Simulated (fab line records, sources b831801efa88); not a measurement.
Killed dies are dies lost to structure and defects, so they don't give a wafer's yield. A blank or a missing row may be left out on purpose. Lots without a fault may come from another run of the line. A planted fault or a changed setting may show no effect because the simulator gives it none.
Which tool did it? | flow gf180mcu | 12 lots, 36 wafers sampled, at 2 steps of a route of 602

WHAT THE GAUGES READ, wafer by wafer
GF_M4_OVL_MEAS_15.
lot  | measured     | on         | M4_OVL (nm)
L075 | day 26 00:37 | overlay-01 | -9 -12 -2
L077 | day 26 15:16 | overlay-01 | 0 0 -7
L079 | day 27 07:05 | overlay-01 | -9 -2 5
L081 | day 27 17:37 | overlay-02 | -2 -11 -6
L083 | day 28 11:26 | overlay-02 | -6 5 2
L085 | day 29 03:16 | overlay-01 | 4 0 7
L087 | day 29 13:14 | overlay-01 | -5 2 2
L089 | day 30 02:16 | overlay-01 | -1 -6 -2
L091 | day 30 17:59 | overlay-01 | -4 -5 -1
L093 | day 31 03:19 | overlay-01 | -5 -7 1
L095 | day 31 14:53 | overlay-01 | -1 -2 -2
L097 | day 32 02:32 | overlay-02 | -5 -4 -4

WHICH TOOL RAN EACH LOT (tool, then ch and the chambers of the sampled wafers, then the start)
lot  | GF_M3_SPUTTER_04
L075 | pvd_sputter-04, day 22 23:55
L077 | pvd_sputter-03, day 23 15:52
L079 | pvd_sputter-03, day 24 07:58
L081 | pvd_sputter-01, day 24 19:14
L083 | pvd_sputter-04, day 25 15:01
L085 | pvd_sputter-04, day 26 06:58
L087 | pvd_sputter-04, day 26 18:10
L089 | pvd_sputter-03, day 27 10:16
L091 | pvd_sputter-01, day 28 02:12
L093 | pvd_sputter-04, day 28 10:13
L095 | pvd_sputter-01, day 29 00:08
L097 | pvd_sputter-03, day 29 13:08
- GF_M3_SPUTTER_04: material TiN, target thk 50 nm, time 41.7 s.

THE ANSWER, worked out from the rows above alone
Rule: what is usual is taken from the lots themselves. Put in order of their means at a reading, lots are off if they are a third of the lots or fewer, leave a main group of 4 or more, and stand apart from it by a gap of 3 or more times the standard deviation of the main group's means; of several such gaps the widest counts. A main group whose means are all the same, to the digits that the tables above print for the reading, isn't used. A lot without any number at a reading at which 4 lots or more have one is off too. The other lots that the step has rows for count as sound.
No lot is off at any reading shown: from this, nothing can be told.

WHAT THE SIMULATOR HAD PUT IN
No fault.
